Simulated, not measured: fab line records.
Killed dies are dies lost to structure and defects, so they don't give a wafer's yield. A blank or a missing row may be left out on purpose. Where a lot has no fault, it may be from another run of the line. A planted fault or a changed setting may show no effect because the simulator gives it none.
A lot that was struck, set against a sound lot :: flow sky130 :: 15 out of 708 route steps
Sound: these wafers, L399.1, L399.5, L399.6. Struck: wafers L382.2, L382.3, L382.5. The cause is given at the end.
Per side, at each step with rows, come the tool, then ch with its chambers, and then its first start. Under that, the readings that differ: sound wafers :: struck wafers :: difference of the means :: sigmas: that difference in standard deviations of wafers without a fault.
alike: readings with means less than 2 such deviations apart, plus words and numbers identical on both sides. not compared: withheld readings, readings lacking a value on some wafer, bounds such as >300 that could conceal the same value, and numbers that have no deviation in the record and whose values overlap.
Wherever a step has rows on one side only, a row that says differs or no value, or a row with sigmas, the two part there. Numbers that don't overlap but have no deviation are shown without sigmas and don't part them. Lack of a reading on every wafer of one side parts them only where that side has two or more wafers.

SKY_METAL1_STRIP_20: strips in O2/N2.
  sound on plasma_asher-03 ch 0,1, day 39 08:10; struck on plasma_asher-04 ch 0,1, day 34 15:55
  alike: drypump_motor_current_A, o2_flow_sccm, oes_product_au, strip_time_to_endpoint_s
  not compared: rf_hours_counter_h
then, 4 steps without rows for these wafers: SKY_METAL1_STRIP_21 (strips in post etch residue remover, time 1200 s); SKY_METAL1_CLEAN_22 (cleans in IPA, time 180 s); SKY_METAL1_CLEAN_23 (cleans in O3/DIW); SKY_VIA1_HDPCVD_00 (deposits SiO2, target thk 1030 nm, time 171.7 s).
SKY_VIA1_THK_MEAS_01:
  struck on film_metro-01, day 34 16:41; sound on film_metro-02, day 39 08:53
reading: VIA1_HDPCVD_THK (nm)
sound: 1040 1041 1038
struck: 1010 1017 1019
difference: -24
sigmas: -3
SKY_VIA1_CMP_02: polishes SiO2.
  sound on cmp-01 ch 1,2, day 39 08:59; struck on cmp-02 ch 0,2,3, day 34 16:50
  alike: motor_current_A
SKY_VIA1_BOW_MEAS_03:
  struck on film_metro-04, day 34 17:03; sound on film_metro-01, day 39 09:14
  alike: VIA1_BOW
then, 4 steps without rows for these wafers: SKY_VIA1_DEHYDRATE_04 (time 60 s); SKY_VIA1_HMDS_05 (prime time 60 s); SKY_VIA1_COAT_06 (resist thk 60 nm); SKY_VIA1_COAT_07 (resist thk 450 nm).
SKY_VIA1_SOFTBAKE_08: time 90 s.
  sound on litho_track-01 ch 0, day 39 21:00; struck on litho_track-04 ch 0, day 35 05:00
reading: run_length_s (s)
sound: 118.74 118.94 118.80
struck: 123.61 123.43 123.49
difference: +4.68
sigmas: +17
  alike: exhaust_pa
then, 1 step without rows for these wafers: SKY_VIA1_EXPOSE_09 (exposes mask VIM, target cd 150 nm).
-- the record jumps here: 12 days lie between the struck wafers' starts before and after (it left off in module VIA1 and takes up again in module PAD_OPEN, whose first step shown is number 708 of the route) --
SKY_PAD_OPEN_PROBE_99:
  struck on prober-01, day 47 03:21; sound on prober-02, day 50 14:23
  alike: defect_limited_yield, killed_at_M0_to_M3, killed_at_M4_up, killed_at_contacts, killed_at_front_end, killed_at_other, killed_dies, killed_open, killed_short, sort_bin_3_pad_short, sort_bin_5_function, sort_bin_6_memory, sort_n_pass, sort_yield_pct

## WHERE THEY PART
Earliest at SKY_VIA1_THK_MEAS_01; latest, in this record, at SKY_VIA1_SOFTBAKE_08. Later steps at which nothing parts them and some readings are alike: SKY_PAD_OPEN_PROBE_99.

WHY: the cause the simulator had injected
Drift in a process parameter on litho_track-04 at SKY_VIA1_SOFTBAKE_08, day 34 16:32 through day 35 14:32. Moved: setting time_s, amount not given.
